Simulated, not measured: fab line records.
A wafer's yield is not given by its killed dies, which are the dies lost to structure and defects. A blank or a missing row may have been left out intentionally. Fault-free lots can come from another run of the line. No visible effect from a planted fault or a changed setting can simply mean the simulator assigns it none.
fab line records	flow sky130	part 2 of 2: steps 31 to 40 of 40
record: lots: 5	wafers: 15	last_day: 50
route steps=708 shown CAP2M@604 METAL4@621 VIA4@639
lots with no fault: from the same line, run without faults
start_h: the number of hours between the record's first day and the start of the first shown wafer of the lot	wait_h: time in hours since the lot's previous step	" identical to the entry in the row above	L1.1+2: one row covering several wafers at once	- value missing, or start not given	* or withheld: withheld	< > ~ a bound
route shown NAME@n: NAME is a module with steps in the file, n the number in the route of the first one	usual: the fault-free wafers' mean and standard deviation	same: alike in all rows	chamber/n: place in a boat	sites: per-site readings	_std_site: how widely they spread, as a standard deviation	_edge_site: mean of outer sites minus mean of inner sites	radius_mm: how far each site lies from the wafer's centre	mask NAME#n: copy n	behind: the last tool/chamber to shape the wafer	hold: why the lot went on hold/how many hours it stayed there/how the hold came to an end	device: whichever transistor did not switch (one of n, p or np)	end of line: the same wafers' tests at the end of the route	a step without rows: its recipe alone	killed: count of dies lost to structure and defects at first sort (not the wafer's yield)	map: the dies of a wafer, with x for killed, . for not killed, _ for no die there
set.NAME: the run value of the setting; set.NAME@STEP: its run value at that earlier step	model.NAME: the simulator's own value behind a step, which no gauge read
a table for each step, a row for each wafer; lots at some steps of the route
services: a tool's chamber out of use, with start hour (start_h, from the record's first day; less than 0 if before it), hours out, and reason
== steps ==
step: SKY_METAL4_METAL_ETCH_18
recipe: target_depth_a: 8450	stop_on: SiO2	over_etch_frac: 0.3	time_s: 183.1	chemistry: Cl2/BCl3	resist_sidewall_deg: 88	pressure_mtorr: 10	icp_w: 900	bias_w: 48.5	Cl2_flow_sccm: 60	bcl3_flow_sccm: 30
usual: chamber_pressure_mTorr: 10.000/0.0085	drypump_motor_current_A: 5.85/0.24	oes_product_au: 0.863/0.006	throttle_valve_pct: 22.264/0.009
lot.wafer	tool	chamber	start_h	wait_h	chamber_pressure_mTorr	drypump_motor_current_A	oes_product_au	rf_hours_counter_h	throttle_valve_pct
L075.1	rie_metal-01	0	976.36	0.0	10.011	6.01	0.871	8	22.258
L075.2	"	1	"	"	10.015	5.69	0.862	15	22.259
L075.3	"	0	"	"	10.002	6.01	0.855	-	22.277
L081.1	rie_metal-02	0	1024.85	0.0	10.006	5.63	0.847	2	22.266
L081.2	"	1	"	"	10.015	6.18	0.859	9	22.251
L081.6	"	1	"	"	9.999	6.13	0.858	-	22.251
L087.2	rie_metal-02	0	1076.22	0.0	10.012	5.62	0.860	6	22.266
L087.4	"	1	"	"	9.998	6.14	0.864	-	22.270
L087.6	"	1	"	"	10.011	6.11	0.860	-	22.264
L089.2	rie_metal-01	0	1086.80	0.0	9.997	6.02	0.861	15	22.282
L089.4	"	0	"	"	10.006	6.05	0.858	-	22.263
L089.6	"	0	"	"	10.007	6.03	0.857	-	22.258
L096.3	rie_metal-02	1	1119.37	0.1	9.997	6.16	0.868	-	22.270
L096.5	"	1	"	"	9.997	6.14	0.865	-	22.278
L096.6	"	0	"	"	10.008	5.63	0.859	-	22.261
step: SKY_METAL4_STRIP_19
recipe: chemistry: O2/N2	power_w: 1400	pressure_mtorr: 1500	platen_temp_c: withheld	o2_flow_sccm: 3000	n2_flow_sccm: 300	overash_fraction: 0.5
usual: chamber_pressure_mTorr: 1499.9/1.3	drypump_motor_current_A: 6.14/0.21	oes_product_au: 0.501/0.0059	strip_time_to_endpoint_s: 6.53/0.084
same: overash_fraction: 0.5
lot.wafer	tool	chamber	start_h	wait_h	chamber_pressure_mTorr	drypump_motor_current_A	oes_product_au	rf_hours_counter_h	strip_time_to_endpoint_s
L075.1	plasma_asher-01	1	976.54	0.1	1498.0	6.37	0.512	118	6.56
L075.2	"	0	"	"	1500.7	5.81	0.494	118	6.41
L075.3	"	0	"	"	1497.5	5.84	0.502	-	6.58
L081.1	plasma_asher-01	0	1025.03	0.1	1500.8	5.84	0.504	123	6.59
L081.2	"	1	"	"	1498.3	6.35	0.499	123	6.49
L081.6	"	1	"	"	1500.3	6.38	0.503	-	6.51
L087.2	plasma_asher-04	0	1076.40	0.1	1501.6	6.34	0.502	95	6.52
L087.4	"	0	"	"	1498.7	6.36	0.495	-	6.41
L087.6	"	0	"	"	1498.5	6.34	0.498	-	6.42
L089.2	plasma_asher-04	0	1086.98	0.1	1498.7	6.34	0.506	96	6.55
L089.4	"	0	"	"	1500.8	6.31	0.502	-	6.55
L089.6	"	0	"	"	1500.1	6.32	0.503	-	6.56
L096.3	plasma_asher-01	0	1119.53	0.1	1500.5	5.81	0.501	-	6.52
L096.5	"	1	"	"	1500.1	6.37	0.502	-	6.51
L096.6	"	0	"	"	1501.3	5.82	0.518	-	6.65
step: SKY_METAL4_STRIP_20
recipe: chemistry: post_etch_residue_remover	time_s: 1200	temp_c: 72.5
lot.wafer	tool	chamber	start_h	wait_h
L075.1+2+3	wet_bench-02	0	976.64	0.1
L081.1+2+6	wet_bench-01	2	1025.13	0.1
L087.2+4+6	wet_bench-01	2	1076.50	0.1
L089.2+4+6	wet_bench-01	3	1087.08	0.1
L096.3+5+6	wet_bench-01	2	1119.59	0.0
step: SKY_METAL4_CLEAN_21
recipe: chemistry: IPA	time_s: 180	temp_c: 25
lot.wafer	tool	chamber	start_h	wait_h
L075.1+2+3	wet_bench-01	3	976.98	0.0
L081.1+2+6	wet_bench-02	3	1025.50	0.0
L087.2+4+6	wet_bench-03	2	1076.84	0.0
L089.2+4+6	wet_bench-02	2	1087.42	0.0
L096.3+5+6	wet_bench-03	1	1119.93	0.0
step: SKY_METAL4_CLEAN_22
recipe: chemistry: O3/DIW	dry: n2_spin
lot.wafer	tool	chamber	start_h	wait_h
L075.1+2+3	wet_bench-03	2	977.05	0.0
L081.1+2+6	wet_bench-03	2	1025.64	0.0
L087.2+4+6	wet_bench-01	0	1076.91	0.0
L089.2+4+6	wet_bench-03	1	1087.48	0.0
L096.3+5+6	wet_bench-01	2	1120.00	0.0
step: SKY_VIA4_HDPCVD_00
recipe: material: SiO2	target_thk_nm: 1750	sigma_open_frac: 0.3	time_s: 291.7	temp_c: 400	sih4_flow_sccm: 60	pressure_mtorr: 6
lot.wafer	tool	chamber	start_h	wait_h
L075.1+2+3	hdpcvd-02	0,1,2	977.15	0.0
L081.1+2+6	hdpcvd-02	0,1,2	1025.74	0.0
L087.2+4+6	hdpcvd-02	2,0,2	1077.00	0.0
L089.2+4+6	hdpcvd-02	0,1,2	1087.59	0.0
L096.3+5+6	hdpcvd-02	1,1,2	1120.09	0.0
step: SKY_VIA4_THK_MEAS_01
recipe: reads: SiO2_of_VIA4_HDPCVD_00
usual: VIA4_HDPCVD_THK: 1741/21
lot.wafer	tool	chamber	start_h	wait_h	VIA4_HDPCVD_THK[nm]
L075.1	film_metro-03	-	977.33	0.1	1740
L075.2	"	-	"	"	1734
L075.3	"	-	"	"	1717
L081.1	film_metro-03	-	1025.92	0.1	1800
L081.2	"	-	"	"	1762
L081.6	"	-	"	"	1752
L087.2	film_metro-01	-	1077.19	0.1	1745
L087.4	"	-	"	"	1766
L087.6	"	-	"	"	1739
L089.2	film_metro-01	-	1087.78	0.1	1765
L089.4	"	-	"	"	1737
L089.6	"	-	"	"	1738
L096.3	film_metro-03	-	1120.29	0.1	1728
L096.5	"	-	"	"	1743
L096.6	"	-	"	"	1730
step: SKY_VIA4_CMP_02
recipe: material: SiO2	down_force_psi: 4	platen_rpm: 60	pad_velocity_m_s: 0.94248
usual: motor_current_A: 12.3/1.4
lot.wafer	tool	chamber	start_h	wait_h	motor_current_A
L075.1	cmp-02	0	977.39	0.1	11.6
L075.3	"	1	"	"	11.3
L075.2	"	2	"	"	13.5
L081.1	cmp-01	2	1026.03	0.1	9.9
L081.2	"	0	"	"	13.0
L081.6	"	2	"	"	9.8
L087.4	cmp-01	3	1077.24	0.0	14.0
L087.2	"	2	"	"	10.0
L087.6	"	0	"	"	12.4
L089.2	cmp-01	2	1087.83	0.0	10.0
L089.4	"	1	"	"	12.5
L089.6	"	2	"	"	10.2
L096.3	cmp-02	0	1120.42	0.1	11.7
L096.5	"	3	"	"	10.7
L096.6	"	0	"	"	12.3
step: SKY_VIA4_BOW_MEAS_03
recipe: mode: bow
usual: VIA4_BOW: 83/8.7
lot.wafer	tool	chamber	start_h	wait_h	VIA4_BOW[um]
L075.1	film_metro-01	-	977.69	0.2	76
L075.2	"	-	"	"	73
L075.3	"	-	"	"	76
L081.1	film_metro-01	-	1026.28	0.2	84
L081.2	"	-	"	"	82
L081.6	"	-	"	"	83
L087.2	film_metro-03	-	1077.56	0.1	74
L087.4	"	-	"	"	91
L087.6	"	-	"	"	90
L089.2	film_metro-04	-	1088.15	0.3	82
L089.4	"	-	"	"	88
L089.6	"	-	"	"	80
L096.3	film_metro-03	-	1120.71	0.2	101
L096.5	"	-	"	"	78
L096.6	"	-	"	"	96
step: SKY_VIA4_DEHYDRATE_04
recipe: temp_c: 200	time_s: 60
lot.wafer	tool	chamber	start_h	wait_h
L075.1+2+3	litho_track-01	0	989.14	11.4
L081.1+2+6	litho_track-01	0	1036.69	10.4
L087.2+4+6	litho_track-02	0	1086.54	9.0
L089.2+4+6	litho_track-02	0	1098.09	9.9
L096.3+5+6	litho_track-01	0	1129.20	8.5
== services ==
tool	chamber	start_h	hours	kind
cmp-01	-	907.57	6.3	repair
rie_metal-02	-	909.75	14.6	pm
plasma_asher-01	-	909.84	1.5	repair
cmp-01	-	925.51	4.0	pm
iline_stepper-02	-	929.46	1.7	pm
cmp-01	-	931.54	3.7	repair
rie_metal-03	1	945.34	4.5	repair
plasma_asher-01	-	965.19	2.8	pm
krf_scanner-01	-	969.90	1.3	pm
rie_metal-03	1	978.67	17.9	repair
rie_metal-03	-	980.57	2.8	pm
krf_scanner-01	-	991.89	0.8	pm
krf_scanner-01	-	996.24	1.0	pm
cmp-01	-	998.91	5.8	repair
hdpcvd-02	2	1009.76	3.6	repair
hdpcvd-02	1	1027.13	8.3	repair
cmp-01	-	1048.24	5.1	repair
cmp-01	-	1049.59	0.8	repair
plasma_asher-01	-	1055.25	9.0	pm
rie_metal-01	-	1068.02	0.2	repair
rie_metal-01	1	1091.07	8.4	repair
rie_metal-03	0	1097.63	4.0	repair
iline_stepper-02	-	1102.85	2.1	pm
rie_metal-03	-	1117.89	1.2	repair
